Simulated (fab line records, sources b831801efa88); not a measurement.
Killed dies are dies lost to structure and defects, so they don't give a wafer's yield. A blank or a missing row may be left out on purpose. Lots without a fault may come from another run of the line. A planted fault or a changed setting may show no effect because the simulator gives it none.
Which tool did it? | flow sky130 | 11 lots, 33 wafers sampled, at 1 step of a route of 708

WHAT THE GAUGES READ, wafer by wafer
SKY_CAP2M_OVL_MEAS_12. Usual: CAP2M_OVL 0.6 nm, standard deviation 1.4.
lot  | measured     | on         | CAP2M_OVL (nm) | flag
L851 | day 40 20:48 | overlay-01 | -2.7 -2.4 0.1  |
L852 | day 41 12:33 | overlay-02 | 0.7 0.1 1.0    |
L853 | day 41 15:05 | overlay-01 | -0.3 -1.6 0.7  |
L854 | day 41 23:50 | overlay-01 | 0.7 -1.0 -0.1  |
L855 | day 42 00:29 | overlay-01 | -0.2 -0.1 1.7  |
L858 | day 43 01:59 | overlay-01 | 2.9 -0.3 2.2   |
L860 | day 43 13:50 | overlay-01 | 1.5 1.6 0.4    |
L864 | day 45 01:59 | overlay-01 | 0.6 0.1 -0.8   |
L868 | day 45 23:59 | overlay-01 | 1.0 0.2 -0.9   |
L869 | day 46 01:53 | overlay-02 | 3.3 2.2 1.3    |
L871 | day 46 14:42 | overlay-02 | 2.3 1.3 2.8    |

WHICH TOOL RAN EACH LOT (tool, then ch and the chambers of the sampled wafers, then the start)
The record holds no process step before these readings.

WHAT THE TOOLS THEMSELVES READ (means of the sampled wafers that have a number; where no wafer has one, the mark that the record gives instead)
The record holds no such reading with a usual standard deviation.

THE ANSWER, worked out from the rows above alone
Rule: a lot is off if the mean of its wafers that have a number lies more than 3 standard deviations from the usual mean. A lot without any number at a reading at which 4 lots or more have one is off too. The other lots that the step has rows for count as sound. The gauges are gone through in route order, then the tools' own readings, and for those a lot's mean is taken as printed above. The first step at which some lot is off is used, and at that step the reading that is off furthest; a lot without a number counts as furthest.
No lot is off at any reading shown: from this, nothing can be told.

WHAT THE SIMULATOR HAD PUT IN
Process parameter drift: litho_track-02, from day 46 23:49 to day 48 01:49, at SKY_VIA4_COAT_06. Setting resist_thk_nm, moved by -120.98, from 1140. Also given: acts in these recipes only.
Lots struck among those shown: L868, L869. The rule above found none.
